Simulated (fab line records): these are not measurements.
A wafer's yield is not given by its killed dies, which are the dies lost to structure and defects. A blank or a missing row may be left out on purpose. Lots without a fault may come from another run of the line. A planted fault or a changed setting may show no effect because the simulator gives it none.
fab line records / flow sky130 / part 2 of 2: steps 31 to 41 of 41
[record] lots = 5 wafers = 15 last-day = 50
route steps=708 shown GATE_OXIDE@201 POLY_GATE@204 RES_PROTECT@206 LDD_N@237
lots that met no fault: from a run of the same line without faults
start-h: hours from the record's opening day to when the first of the lot's shown wafers began / wait-h: time in hours since the lot's previous step / " repeats the value in the row above / L1.1+2: several wafers, shown together as one row / - value missing, or start not given / * or withheld: withheld / < > ~ a bound
route shown NAME@n: a module of which the file shows steps, and the number in the route of the first / usual: mean/standard deviation of fault-free wafers / same: alike in all rows / chamber/n: place in a boat / sites: readings site by site / _std_site: standard deviation across them / _edge_site: the outer-site mean with the inner-site mean subtracted / radius-mm: for every site, how far away it sits from the centre of the wafer / mask NAME#n: copy n / behind: the most recent tool/chamber to have shaped the wafer / hold: why the lot was held/for how many hours/how that ended / device: transistor that didn't switch, given as n, p or np / end of line: tests of these same wafers at the route's end / step lacking rows: just its recipe / killed: dies lost to structure and defects at the first sort, not the wafer's yield / map: the dies of a wafer, with x for killed, . for not killed, _ for no die there
set.NAME: the setting that was run; set.NAME@STEP: the one run at that earlier step / model.NAME: the simulator's own value behind a step, which no gauge read
lots at selected steps of the route; one table per step, one row per wafer
services: when a tool's chamber went out of use (start-h, in hours from the record's first day, below 0 if earlier), for how many hours, and the reason
[[steps]]
[step SKY_POLY_GATE_ETCH_17]
[recipe] target-depth-nm = 180 stop-on = SiO2 over-etch-frac = 0.56667 chemistry = HBr/Cl2 target = poly-Si icp-w = 400 bias-w = 100 pressure-mtorr = 10 HBr_flow_sccm = 150 Cl2_flow_sccm = 50 time-s = 70.5
[usual] bias-w = 100.0/0.31 chamber-pressure-mTorr = 10.001/0.0095 drypump-motor-current-A = 5.8/0.38 oes-product-au = 0.983/0.0077 throttle-valve-pct = 33.684/0.0091
lot.wafer=L075.1 tool=rie-si-01 chamber=3 start-h=378.56 wait-h=0.0 bias-w=100.1 chamber-pressure-mTorr=9.995 drypump-motor-current-A=6.1 oes-product-au=0.988 rf-hours-counter-h=2.9 throttle-valve-pct=33.671
lot.wafer=L075.2 tool=rie-si-01 chamber=0 start-h=378.56 wait-h=0.0 bias-w=99.4 chamber-pressure-mTorr=10.027 drypump-motor-current-A=5.8 oes-product-au=0.969 rf-hours-counter-h=1.4 throttle-valve-pct=33.677
lot.wafer=L075.4 tool=rie-si-01 chamber=2 start-h=378.56 wait-h=0.0 bias-w=100.0 chamber-pressure-mTorr=9.996 drypump-motor-current-A=5.1 oes-product-au=0.974 rf-hours-counter-h=0.0 throttle-valve-pct=33.690
lot.wafer=L085.2 tool=rie-si-02 chamber=3 start-h=467.11 wait-h=0.0 bias-w=100.2 chamber-pressure-mTorr=9.998 drypump-motor-current-A=6.1 oes-product-au=0.982 rf-hours-counter-h=2.0 throttle-valve-pct=33.706
lot.wafer=L085.3 tool=rie-si-02 chamber=1 start-h=467.11 wait-h=0.0 bias-w=99.6 chamber-pressure-mTorr=9.994 drypump-motor-current-A=6.5 oes-product-au=0.985 rf-hours-counter-h=5.2 throttle-valve-pct=33.686
lot.wafer=L085.5 tool=rie-si-02 chamber=1 start-h=467.11 wait-h=0.0 bias-w=100.2 chamber-pressure-mTorr=9.993 drypump-motor-current-A=6.5 oes-product-au=0.977 rf-hours-counter-h=- throttle-valve-pct=33.690
lot.wafer=L089.1 tool=rie-si-01 chamber=1 start-h=521.91 wait-h=0.0 bias-w=99.6 chamber-pressure-mTorr=10.008 drypump-motor-current-A=5.8 oes-product-au=0.983 rf-hours-counter-h=2.0 throttle-valve-pct=33.682
lot.wafer=L089.2 tool=rie-si-01 chamber=0 start-h=521.91 wait-h=0.0 bias-w=99.3 chamber-pressure-mTorr=10.003 drypump-motor-current-A=5.8 oes-product-au=0.979 rf-hours-counter-h=2.2 throttle-valve-pct=33.683
lot.wafer=L089.5 tool=rie-si-01 chamber=2 start-h=521.91 wait-h=0.0 bias-w=99.6 chamber-pressure-mTorr=10.008 drypump-motor-current-A=5.1 oes-product-au=0.988 rf-hours-counter-h=- throttle-valve-pct=33.685
lot.wafer=L095.2 tool=rie-si-02 chamber=3 start-h=562.26 wait-h=0.0 bias-w=99.6 chamber-pressure-mTorr=10.008 drypump-motor-current-A=6.1 oes-product-au=0.995 rf-hours-counter-h=2.3 throttle-valve-pct=33.687
lot.wafer=L095.4 tool=rie-si-02 chamber=0 start-h=562.26 wait-h=0.0 bias-w=99.7 chamber-pressure-mTorr=9.999 drypump-motor-current-A=6.0 oes-product-au=0.990 rf-hours-counter-h=1.9 throttle-valve-pct=33.694
lot.wafer=L095.6 tool=rie-si-02 chamber=0 start-h=562.26 wait-h=0.0 bias-w=99.9 chamber-pressure-mTorr=10.000 drypump-motor-current-A=6.0 oes-product-au=0.981 rf-hours-counter-h=- throttle-valve-pct=33.699
lot.wafer=L096.1 tool=rie-si-01 chamber=0 start-h=563.91 wait-h=0.0 bias-w=99.9 chamber-pressure-mTorr=10.017 drypump-motor-current-A=5.8 oes-product-au=0.982 rf-hours-counter-h=2.3 throttle-valve-pct=33.670
lot.wafer=L096.3 tool=rie-si-01 chamber=3 start-h=563.91 wait-h=0.0 bias-w=100.4 chamber-pressure-mTorr=10.017 drypump-motor-current-A=6.1 oes-product-au=0.989 rf-hours-counter-h=3.8 throttle-valve-pct=33.686
lot.wafer=L096.5 tool=rie-si-01 chamber=2 start-h=563.91 wait-h=0.0 bias-w=99.9 chamber-pressure-mTorr=10.010 drypump-motor-current-A=5.1 oes-product-au=0.982 rf-hours-counter-h=- throttle-valve-pct=33.669
[step SKY_POLY_GATE_STRIP_18]
[recipe] chemistry = O2/N2 power-w = 1400 pressure-mtorr = 1500 platen-temp-c = withheld o2-flow-sccm = 3000 n2-flow-sccm = 300 overash-fraction = 0.5
[usual] chamber-pressure-mTorr = 1500.0/1.5 drypump-motor-current-A = 5.7/0.65 oes-product-au = 0.360/0.0049 strip-time-to-endpoint-s = 3.17/0.043
lot.wafer=L075.1 tool=plasma-asher-01 chamber=1 start-h=378.61 wait-h=0.0 chamber-pressure-mTorr=1499.2 drypump-motor-current-A=5.6 oes-product-au=0.366 rf-hours-counter-h=71 strip-time-to-endpoint-s=3.16
lot.wafer=L075.2 tool=plasma-asher-01 chamber=0 start-h=378.61 wait-h=0.0 chamber-pressure-mTorr=1501.6 drypump-motor-current-A=5.0 oes-product-au=0.354 rf-hours-counter-h=71 strip-time-to-endpoint-s=3.20
lot.wafer=L075.4 tool=plasma-asher-01 chamber=1 start-h=378.61 wait-h=0.0 chamber-pressure-mTorr=1500.8 drypump-motor-current-A=5.6 oes-product-au=0.354 rf-hours-counter-h=- strip-time-to-endpoint-s=3.19
lot.wafer=L085.2 tool=plasma-asher-03 chamber=0 start-h=467.17 wait-h=0.0 chamber-pressure-mTorr=1501.4 drypump-motor-current-A=5.0 oes-product-au=0.356 rf-hours-counter-h=36 strip-time-to-endpoint-s=3.16
lot.wafer=L085.3 tool=plasma-asher-03 chamber=0 start-h=467.17 wait-h=0.0 chamber-pressure-mTorr=1499.4 drypump-motor-current-A=5.0 oes-product-au=0.357 rf-hours-counter-h=- strip-time-to-endpoint-s=3.16
lot.wafer=L085.5 tool=plasma-asher-03 chamber=1 start-h=467.17 wait-h=0.0 chamber-pressure-mTorr=1499.2 drypump-motor-current-A=5.9 oes-product-au=0.354 rf-hours-counter-h=- strip-time-to-endpoint-s=3.16
lot.wafer=L089.1 tool=plasma-asher-01 chamber=0 start-h=521.96 wait-h=0.0 chamber-pressure-mTorr=1497.6 drypump-motor-current-A=4.9 oes-product-au=0.355 rf-hours-counter-h=85 strip-time-to-endpoint-s=3.11
lot.wafer=L089.2 tool=plasma-asher-01 chamber=1 start-h=521.96 wait-h=0.0 chamber-pressure-mTorr=1500.3 drypump-motor-current-A=5.6 oes-product-au=0.358 rf-hours-counter-h=85 strip-time-to-endpoint-s=3.15
lot.wafer=L089.5 tool=plasma-asher-01 chamber=0 start-h=521.96 wait-h=0.0 chamber-pressure-mTorr=1496.3 drypump-motor-current-A=4.9 oes-product-au=0.360 rf-hours-counter-h=- strip-time-to-endpoint-s=3.15
lot.wafer=L095.2 tool=plasma-asher-03 chamber=0 start-h=562.31 wait-h=0.0 chamber-pressure-mTorr=1499.3 drypump-motor-current-A=5.0 oes-product-au=0.360 rf-hours-counter-h=45 strip-time-to-endpoint-s=3.16
lot.wafer=L095.4 tool=plasma-asher-03 chamber=0 start-h=562.31 wait-h=0.0 chamber-pressure-mTorr=1499.4 drypump-motor-current-A=5.0 oes-product-au=0.356 rf-hours-counter-h=- strip-time-to-endpoint-s=3.18
lot.wafer=L095.6 tool=plasma-asher-03 chamber=1 start-h=562.31 wait-h=0.0 chamber-pressure-mTorr=1499.0 drypump-motor-current-A=5.9 oes-product-au=0.356 rf-hours-counter-h=- strip-time-to-endpoint-s=3.21
lot.wafer=L096.1 tool=plasma-asher-03 chamber=1 start-h=563.96 wait-h=0.0 chamber-pressure-mTorr=1502.1 drypump-motor-current-A=5.9 oes-product-au=0.360 rf-hours-counter-h=46 strip-time-to-endpoint-s=3.22
lot.wafer=L096.3 tool=plasma-asher-03 chamber=1 start-h=563.96 wait-h=0.0 chamber-pressure-mTorr=1499.4 drypump-motor-current-A=5.9 oes-product-au=0.366 rf-hours-counter-h=- strip-time-to-endpoint-s=3.13
lot.wafer=L096.5 tool=plasma-asher-03 chamber=0 start-h=563.96 wait-h=0.0 chamber-pressure-mTorr=1499.1 drypump-motor-current-A=5.0 oes-product-au=0.362 rf-hours-counter-h=- strip-time-to-endpoint-s=3.24
[step SKY_POLY_GATE_CLEAN_19]
[recipe] chemistry = SC1/SC2 mix = 1:4:20 temp-c = 70 time-s = 150 dry = n2-spin
lot.wafer=L075.1+2+4 tool=wet-bench-01 chamber=3 start-h=378.71 wait-h=0.1
lot.wafer=L085.2+3+5 tool=wet-bench-04 chamber=3 start-h=467.27 wait-h=0.1
lot.wafer=L089.1+2+5 tool=wet-bench-04 chamber=2 start-h=522.06 wait-h=0.1
lot.wafer=L095.2+4+6 tool=wet-bench-04 chamber=2 start-h=562.41 wait-h=0.1
lot.wafer=L096.1+3+5 tool=wet-bench-04 chamber=0 start-h=564.06 wait-h=0.1
[step SKY_POLY_GATE_OXIDATION_20]
[recipe] temp-c = 850 ambient = O2 stabilise-s = 600 purge-s = 300 target-thk-a = 40 ox-time-s = 899
[usual] ox-temp-c-max = 855.1/1.1 spike-tc-upper-C = 850.3/1.1 tube-center-temp-C = 850.01/0.067
lot.wafer=L075.1 tool=furnace-02 chamber=0 start-h=379.12 wait-h=0.4 ox-temp-c-max=855.3 spike-tc-upper-C=850.0 tube-center-temp-C=849.91
lot.wafer=L075.2 tool=furnace-02 chamber=0 start-h=379.12 wait-h=0.4 ox-temp-c-max=855.2 spike-tc-upper-C=850.2 tube-center-temp-C=849.95
lot.wafer=L075.4 tool=furnace-02 chamber=0 start-h=379.12 wait-h=0.4 ox-temp-c-max=854.7 spike-tc-upper-C=851.0 tube-center-temp-C=850.08
lot.wafer=L085.2 tool=furnace-02 chamber=0 start-h=468.18 wait-h=0.9 ox-temp-c-max=854.8 spike-tc-upper-C=848.7 tube-center-temp-C=850.02
lot.wafer=L085.3 tool=furnace-02 chamber=0 start-h=468.18 wait-h=0.9 ox-temp-c-max=854.5 spike-tc-upper-C=850.2 tube-center-temp-C=850.03
lot.wafer=L085.5 tool=furnace-02 chamber=0 start-h=468.18 wait-h=0.9 ox-temp-c-max=853.9 spike-tc-upper-C=848.2 tube-center-temp-C=850.08
lot.wafer=L089.1 tool=furnace-02 chamber=0 start-h=522.11 wait-h=0.0 ox-temp-c-max=855.0 spike-tc-upper-C=850.6 tube-center-temp-C=850.14
lot.wafer=L089.2 tool=furnace-02 chamber=0 start-h=522.11 wait-h=0.0 ox-temp-c-max=855.1 spike-tc-upper-C=850.9 tube-center-temp-C=849.99
lot.wafer=L089.5 tool=furnace-02 chamber=0 start-h=522.11 wait-h=0.0 ox-temp-c-max=856.4 spike-tc-upper-C=850.8 tube-center-temp-C=850.13
lot.wafer=L095.2 tool=furnace-02 chamber=0 start-h=563.56 wait-h=1.1 ox-temp-c-max=855.0 spike-tc-upper-C=850.7 tube-center-temp-C=850.04
lot.wafer=L095.4 tool=furnace-02 chamber=0 start-h=563.56 wait-h=1.1 ox-temp-c-max=855.1 spike-tc-upper-C=851.0 tube-center-temp-C=850.11
lot.wafer=L095.6 tool=furnace-02 chamber=0 start-h=563.56 wait-h=1.1 ox-temp-c-max=854.9 spike-tc-upper-C=848.4 tube-center-temp-C=849.97
lot.wafer=L096.1 tool=furnace-02 chamber=0 start-h=564.81 wait-h=0.7 ox-temp-c-max=855.5 spike-tc-upper-C=851.1 tube-center-temp-C=850.02
lot.wafer=L096.3 tool=furnace-02 chamber=0 start-h=564.81 wait-h=0.7 ox-temp-c-max=855.0 spike-tc-upper-C=848.7 tube-center-temp-C=850.02
lot.wafer=L096.5 tool=furnace-02 chamber=0 start-h=564.81 wait-h=0.7 ox-temp-c-max=854.2 spike-tc-upper-C=850.7 tube-center-temp-C=850.07
[step SKY_POLY_GATE_THK_MEAS_21]
[recipe] reads = SiO2_of_POLY_GATE_OXIDATION_20
[usual] POLY_GATE_OXIDATION_THK = 4.02/0.071
lot.wafer=L075.1 tool=film-metro-03 chamber=- start-h=380.37 wait-h=0.0 POLY_GATE_OXIDATION_THK[nm]=3.95
lot.wafer=L075.2 tool=film-metro-03 chamber=- start-h=380.37 wait-h=0.0 POLY_GATE_OXIDATION_THK[nm]=3.91
lot.wafer=L075.4 tool=film-metro-03 chamber=- start-h=380.37 wait-h=0.0 POLY_GATE_OXIDATION_THK[nm]=3.94
lot.wafer=L085.2 tool=film-metro-04 chamber=- start-h=469.50 wait-h=0.1 POLY_GATE_OXIDATION_THK[nm]=4.03
lot.wafer=L085.3 tool=film-metro-04 chamber=- start-h=469.50 wait-h=0.1 POLY_GATE_OXIDATION_THK[nm]=3.98
lot.wafer=L085.5 tool=film-metro-04 chamber=- start-h=469.50 wait-h=0.1 POLY_GATE_OXIDATION_THK[nm]=4.00
lot.wafer=L089.1 tool=film-metro-01 chamber=- start-h=523.36 wait-h=0.0 POLY_GATE_OXIDATION_THK[nm]=4.00
lot.wafer=L089.2 tool=film-metro-01 chamber=- start-h=523.36 wait-h=0.0 POLY_GATE_OXIDATION_THK[nm]=3.97
lot.wafer=L089.5 tool=film-metro-01 chamber=- start-h=523.36 wait-h=0.0 POLY_GATE_OXIDATION_THK[nm]=4.04
lot.wafer=L095.2 tool=film-metro-04 chamber=- start-h=564.82 wait-h=0.0 POLY_GATE_OXIDATION_THK[nm]=3.92
lot.wafer=L095.4 tool=film-metro-04 chamber=- start-h=564.82 wait-h=0.0 POLY_GATE_OXIDATION_THK[nm]=3.86
lot.wafer=L095.6 tool=film-metro-04 chamber=- start-h=564.82 wait-h=0.0 POLY_GATE_OXIDATION_THK[nm]=3.93
lot.wafer=L096.1 tool=film-metro-01 chamber=- start-h=566.06 wait-h=0.0 POLY_GATE_OXIDATION_THK[nm]=4.11
lot.wafer=L096.3 tool=film-metro-01 chamber=- start-h=566.06 wait-h=0.0 POLY_GATE_OXIDATION_THK[nm]=4.04
lot.wafer=L096.5 tool=film-metro-01 chamber=- start-h=566.06 wait-h=0.0 POLY_GATE_OXIDATION_THK[nm]=4.15
[step SKY_POLY_GATE_CD_MEAS_22]
[usual] cd-nm = 149.0/2.4
lot.wafer=L075.1 tool=cd-sem-02 chamber=- start-h=380.43 wait-h=0.1 cd-nm=148.9
lot.wafer=L075.2 tool=cd-sem-02 chamber=- start-h=380.43 wait-h=0.1 cd-nm=152.2
lot.wafer=L075.4 tool=cd-sem-02 chamber=- start-h=380.43 wait-h=0.1 cd-nm=150.9
lot.wafer=L085.2 tool=cd-sem-01 chamber=- start-h=469.69 wait-h=0.2 cd-nm=148.9
lot.wafer=L085.3 tool=cd-sem-01 chamber=- start-h=469.69 wait-h=0.2 cd-nm=144.9
lot.wafer=L085.5 tool=cd-sem-01 chamber=- start-h=469.69 wait-h=0.2 cd-nm=145.7
lot.wafer=L089.1 tool=cd-sem-02 chamber=- start-h=523.42 wait-h=0.1 cd-nm=146.6
lot.wafer=L089.2 tool=cd-sem-02 chamber=- start-h=523.42 wait-h=0.1 cd-nm=151.0
lot.wafer=L089.5 tool=cd-sem-02 chamber=- start-h=523.42 wait-h=0.1 cd-nm=148.7
lot.wafer=L095.2 tool=cd-sem-01 chamber=- start-h=564.90 wait-h=0.1 cd-nm=146.9
lot.wafer=L095.4 tool=cd-sem-01 chamber=- start-h=564.90 wait-h=0.1 cd-nm=150.0
lot.wafer=L095.6 tool=cd-sem-01 chamber=- start-h=564.90 wait-h=0.1 cd-nm=145.6
lot.wafer=L096.1 tool=cd-sem-01 chamber=- start-h=566.12 wait-h=0.1 cd-nm=146.6
lot.wafer=L096.3 tool=cd-sem-01 chamber=- start-h=566.12 wait-h=0.1 cd-nm=145.8
lot.wafer=L096.5 tool=cd-sem-01 chamber=- start-h=566.12 wait-h=0.1 cd-nm=145.0
[step SKY_LDD_N_DEHYDRATE_00]
[recipe] temp-c = 200 time-s = 60
lot.wafer=L075.1+2+4 tool=litho-track-02 chamber=0 start-h=394.12 wait-h=13.7
lot.wafer=L085.2+3+5 tool=litho-track-04 chamber=0 start-h=484.74 wait-h=15.0
lot.wafer=L089.1+2+5 tool=litho-track-04 chamber=0 start-h=537.72 wait-h=14.3
lot.wafer=L095.2+4+6 tool=litho-track-01 chamber=0 start-h=579.05 wait-h=14.1
lot.wafer=L096.1+3+5 tool=litho-track-04 chamber=0 start-h=580.27 wait-h=14.1
[step SKY_LDD_N_HMDS_01]
[recipe] prime-time-s = 60 prime-temp-c = 120
lot.wafer=L075.1+2+4 tool=litho-track-02 chamber=0 start-h=394.27 wait-h=0.1
lot.wafer=L085.2+3+5 tool=litho-track-04 chamber=0 start-h=484.89 wait-h=0.1
lot.wafer=L089.1+2+5 tool=litho-track-04 chamber=0 start-h=537.87 wait-h=0.1
lot.wafer=L095.2+4+6 tool=litho-track-01 chamber=0 start-h=579.20 wait-h=0.1
lot.wafer=L096.1+3+5 tool=litho-track-04 chamber=0 start-h=580.42 wait-h=0.1
[step SKY_LDD_N_COAT_02]
[recipe] resist = NOVOLAK spin-rpm = 3000 resist-thk-nm = 300
lot.wafer=L075.1+2+4 tool=litho-track-02 chamber=0 start-h=394.42 wait-h=0.1
lot.wafer=L085.2+3+5 tool=litho-track-04 chamber=0 start-h=485.04 wait-h=0.1
lot.wafer=L089.1+2+5 tool=litho-track-04 chamber=0 start-h=538.02 wait-h=0.1
lot.wafer=L095.2+4+6 tool=litho-track-01 chamber=0 start-h=579.35 wait-h=0.1
lot.wafer=L096.1+3+5 tool=litho-track-04 chamber=0 start-h=580.57 wait-h=0.1
[step SKY_LDD_N_SOFTBAKE_03]
[recipe] temp-c = 90 time-s = 60 resist = NOVOLAK
lot.wafer=L075.1+2+4 tool=litho-track-02 chamber=0 start-h=394.57 wait-h=0.1
lot.wafer=L085.2+3+5 tool=litho-track-04 chamber=0 start-h=485.19 wait-h=0.1
lot.wafer=L089.1+2+5 tool=litho-track-04 chamber=0 start-h=538.17 wait-h=0.1
lot.wafer=L095.2+4+6 tool=litho-track-01 chamber=0 start-h=579.50 wait-h=0.1
lot.wafer=L096.1+3+5 tool=litho-track-04 chamber=0 start-h=580.72 wait-h=0.1
[step SKY_LDD_N_EXPOSE_04]
[recipe] mask-id = NTM target-cd-nm = 840 na = 0.6 source-shape = conventional sigma-outer = 0.6 dose-mj = 110
lot.wafer=L075.1+2+4 tool=iline-stepper-02 chamber=0 start-h=- wait-h=- mask=NTM#0
lot.wafer=L085.2+3+5 tool=iline-stepper-02 chamber=0 start-h=- wait-h=- mask=NTM#0
lot.wafer=L089.1+2+5 tool=iline-stepper-02 chamber=0 start-h=- wait-h=- mask=NTM#0
lot.wafer=L095.2+4+6 tool=iline-stepper-02 chamber=0 start-h=- wait-h=- mask=NTM#0
lot.wafer=L096.1+3+5 tool=iline-stepper-02 chamber=0 start-h=- wait-h=- mask=NTM#0
[[services]]
tool=krf-scanner-01 chamber=- start-h=298.01 hours=22.4 kind=repair
tool=iline-stepper-02 chamber=- start-h=310.99 hours=1.2 kind=repair
tool=iline-stepper-02 chamber=- start-h=315.53 hours=0.6 kind=repair
tool=rie-diel-02 chamber=2 start-h=316.75 hours=5.5 kind=repair
tool=plasma-asher-01 chamber=- start-h=321.26 hours=1.2 kind=repair
tool=plasma-asher-01 chamber=- start-h=325.46 hours=14.6 kind=pm
tool=iline-stepper-02 chamber=- start-h=346.45 hours=19.1 kind=repair
tool=iline-stepper-02 chamber=- start-h=348.30 hours=0.5 kind=repair
tool=wet-bench-04 chamber=- start-h=360.92 hours=4.6 kind=repair
tool=furnace-02 chamber=- start-h=380.37 hours=2.7 kind=pm
tool=furnace-02 chamber=- start-h=383.06 hours=34.6 kind=pm
tool=lpcvd-01 chamber=- start-h=387.44 hours=14.6 kind=pm
tool=iline-stepper-02 chamber=- start-h=391.74 hours=1.7 kind=pm
tool=rie-diel-03 chamber=0 start-h=409.05 hours=6.1 kind=repair
tool=rie-diel-03 chamber=0 start-h=488.34 hours=3.5 kind=repair
tool=rie-diel-02 chamber=- start-h=496.01 hours=1.0 kind=repair
tool=rie-diel-03 chamber=0 start-h=503.66 hours=13.3 kind=repair
tool=rie-diel-03 chamber=- start-h=531.28 hours=0.7 kind=repair
tool=furnace-02 chamber=- start-h=547.54 hours=3.5 kind=pm
tool=plasma-asher-01 chamber=- start-h=556.40 hours=12.4 kind=pm
tool=furnace-02 chamber=- start-h=559.65 hours=3.9 kind=pm
tool=rie-diel-03 chamber=1 start-h=567.94 hours=2.8 kind=repair
tool=rie-diel-02 chamber=- start-h=568.63 hours=2.8 kind=pm
tool=rie-diel-03 chamber=2 start-h=579.16 hours=5.4 kind=repair
